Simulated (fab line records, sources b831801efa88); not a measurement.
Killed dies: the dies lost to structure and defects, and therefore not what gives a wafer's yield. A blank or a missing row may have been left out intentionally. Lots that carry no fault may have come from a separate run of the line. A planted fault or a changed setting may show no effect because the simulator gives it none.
Which of the tools did it?    flow gf180mcu    7 lots, 21 wafers sampled, at 2 steps of a route of 602

## WHAT THE GAUGES SHOWED, per wafer
GF_POLY_GATE_THK_MEAS_01.
lot   measured      on             POLY_GATE_CVD_00_THK (nm)
L580  day 9 09:03   film-metro-04  202.1 200.9 200.5
L583  day 10 03:31  film-metro-03  202.3 203.0 201.5
L586  day 11 01:22  film-metro-03  200.6 202.4 201.9
L590  day 12 03:22  film-metro-03  200.3 198.3 198.4
L592  day 12 20:43  film-metro-04  198.1 201.9 199.5
L594  day 13 11:25  film-metro-03  204.7 202.4 199.5
L598  day 14 14:04  film-metro-04  59.1 58.7 59.9

## EACH LOT AND THE TOOL THAT RAN IT (in order: tool; ch and the chambers of the sampled wafers; start)
lot   GF_POLY_GATE_CVD_00
L580  lpcvd-02 ch 1, day 9 07:43
L583  lpcvd-02 ch 0, day 10 02:10
L586  lpcvd-02 ch 1, day 11 00:01
L590  lpcvd-01 ch 0, day 12 02:02
L592  lpcvd-02 ch 0, day 12 19:23
L594  lpcvd-02 ch 1, day 13 10:04
L598  lpcvd-01 ch 0, day 14 12:43
- GF_POLY_GATE_CVD_00: deposits poly-Si, target thk 200 nm, time 1200 s.

## THE ANSWER, worked out from the rows above alone
Rule: what is usual is taken from the lots themselves. Put in order of their means at a reading, lots are off if they are a third of the lots or fewer, leave a main group of 4 or more, and stand apart from it by a gap of 3 or more times the standard deviation of the main group's means; of several such gaps the widest counts. If all means in a main group match to the digits the tables above print for the reading, that group is not used. A lot without any number at a reading at which 4 lots or more have one is off too. Where the step has rows for the other lots, those lots are counted as sound.
Off: L598, at GF_POLY_GATE_THK_MEAS_01 (POLY_GATE_CVD_00_THK). For the main group the mean is 201.0 nm and the standard deviation 1.2.
If a tool, at a process step before that reading, ran all the lots that are off and no sound lot after the first of them, it fits. Gauges at GF_POLY_GATE_THK_MEAS_01: tried the same way as those tools. 2 tools fit, lpcvd-01 at GF_POLY_GATE_CVD_00 and film-metro-04 at GF_POLY_GATE_THK_MEAS_01, so this cannot tell which one it is.

## WHAT WAS PUT IN BY THE SIMULATOR
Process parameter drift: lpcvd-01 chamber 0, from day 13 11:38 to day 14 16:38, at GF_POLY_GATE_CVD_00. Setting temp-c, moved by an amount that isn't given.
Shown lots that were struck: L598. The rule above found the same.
